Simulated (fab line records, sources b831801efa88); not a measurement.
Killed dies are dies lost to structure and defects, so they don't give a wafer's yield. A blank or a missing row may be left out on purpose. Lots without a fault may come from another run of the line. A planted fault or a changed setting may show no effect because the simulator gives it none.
Split-lot experiment | flow gf180mcu | 5 lots, 23 wafers read, on a route of 602 steps

THE SPLIT
At GF_LVPWELL_COAT_02 (resist thk 3000 nm), the setting spin_rpm was moved away from the recipe's 2000 rpm on 8 of the 23 wafers read, by -4.2% to +6.8%. The other wafers ran this setting at the recipe's value.

The reading is taken at the split's own step.

THE READING
coat_of_LVPWELL_COAT_02.thk_nm (the simulator's own value, which no gauge read), in nm, at GF_LVPWELL_COAT_02 (resist thk 3000 nm). The file gives no usual value for it. The 15 wafers here that ran the recipe average 2991 nm, standard deviation 5.7 nm.

wafer  | tool, chamber at the split | spin_rpm as run, rpm | against the recipe | coat_of_LVPWELL_COAT_02.thk_nm, nm | against lot-mates on the recipe
L074.1 | litho_track-04, 0          | 2136                 | +6.8%              | 2903                               | -97
L074.2 | litho_track-04, 0          | 2136                 | +6.8%              | 2906                               | -94
L074.3 | litho_track-04, 0          | 2000                 | recipe             | 2997                               | -
L074.4 | litho_track-04, 0          | 2000                 | recipe             | 3003                               | -
L074.5 | litho_track-04, 0          | 2136                 | +6.8%              | 2900                               | -100
L076.1 | litho_track-04, 0          | 2000                 | recipe             | 2985                               | -
L076.3 | litho_track-04, 0          | 2000                 | recipe             | 2997                               | -
L076.4 | litho_track-04, 0          | 2042                 | +2.1%              | 2962                               | -29
L076.5 | litho_track-04, 0          | 2042                 | +2.1%              | 2947                               | -44
L076.6 | litho_track-04, 0          | 2042                 | +2.1%              | 2967                               | -24
L079.1 | litho_track-01, 0          | 2000                 | recipe             | 2989                               | -
L079.4 | litho_track-01, 0          | 2000                 | recipe             | 2983                               | -
L079.5 | litho_track-01, 0          | 2000                 | recipe             | 2982                               | -
L080.1 | litho_track-01, 0          | 2000                 | recipe             | 2991                               | -
L080.2 | litho_track-01, 0          | 1915                 | -4.2%              | 3068                               | +78
L080.3 | litho_track-01, 0          | 1915                 | -4.2%              | 3053                               | +63
L080.5 | litho_track-01, 0          | 2000                 | recipe             | 2990                               | -
L080.6 | litho_track-01, 0          | 2000                 | recipe             | 2989                               | -
L083.2 | litho_track-01, 0          | 2000                 | recipe             | 2991                               | -
L083.5 | litho_track-01, 0          | 2000                 | recipe             | 2991                               | -
L083.3 | litho_track-01, 0          | 2000                 | recipe             | 3000                               | -
L083.4 | litho_track-01, 0          | 2000                 | recipe             | 2993                               | -
L083.6 | litho_track-01, 0          | 2000                 | recipe             | 2990                               | -

THE FIT
A straight line over all 23 wafers: coat_of_LVPWELL_COAT_02.thk_nm changes by -13.9 nm for each +1% of spin_rpm; r = -0.98; the points scatter about the line by 7.4 nm.
The same after taking each lot's own level away (the mean of its wafers on the recipe; 23 wafers): -14.9 nm for each +1%; r = -0.99; scatter 5.7 nm.
On that fit, the largest move of spin_rpm shifts the reading by 1e+02 nm.
The lots' own levels span 2984.7 to 3000.0 nm, that is 2.7 times the standard deviation above.
So the lot-to-lot level changes the slope little: the two slopes agree.
Check: with one of the wafers moved furthest among these (+6.8%) left out of the fit, the line predicts -101 nm for it against its lot-mates. It came out at -97 nm against them.

OTHER SPLITS ON THESE WAFERS
These wafers also went through other splits before the reading. Each is held against what the fit with the lots' levels taken away leaves over:
other split on the same wafers   | wafers away from the commonest value | r with coat_of_LVPWELL_COAT_02.thk_nm (lot level and that fit taken away)
GF_STI_CVD_03 time_s             | 18                                   | +0.16
GF_STI_DEVELOP_11 develop_time_s | 9                                    | +0.01
GF_STI_CVD_23 sih4_flow_sccm     | 11                                   | +0.02
GF_STI_OXIDATION_29 temp_c       | 18                                   | -0.26
GF_DNWELL_STRIP_08 platen_temp_c | 6                                    | -0.01
GF_NWELL_IMPLANT_08 dose_cm2     | 8                                    | -0.17

THE WHOLE CHAIN: every reading that the file lists as answering this split, in the file's order
step                | what it does       | reading                                                                         | change (the file's fit)              | r (the file's)
GF_LVPWELL_COAT_02  | resist thk 3000 nm | coat_of_LVPWELL_COAT_02.thk_nm (the simulator's own value, which no gauge read) | -14.9 nm for each +1% of the setting | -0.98
GF_LVPWELL_STRIP_10 | strips in O2/N2    | strip_time_to_endpoint_s                                                        | withheld for each +1% of the setting | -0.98

THE FILE'S OWN FIT
coat_of_LVPWELL_COAT_02.thk_nm changes by -14.9 nm for each +1% of spin_rpm, r = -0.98.
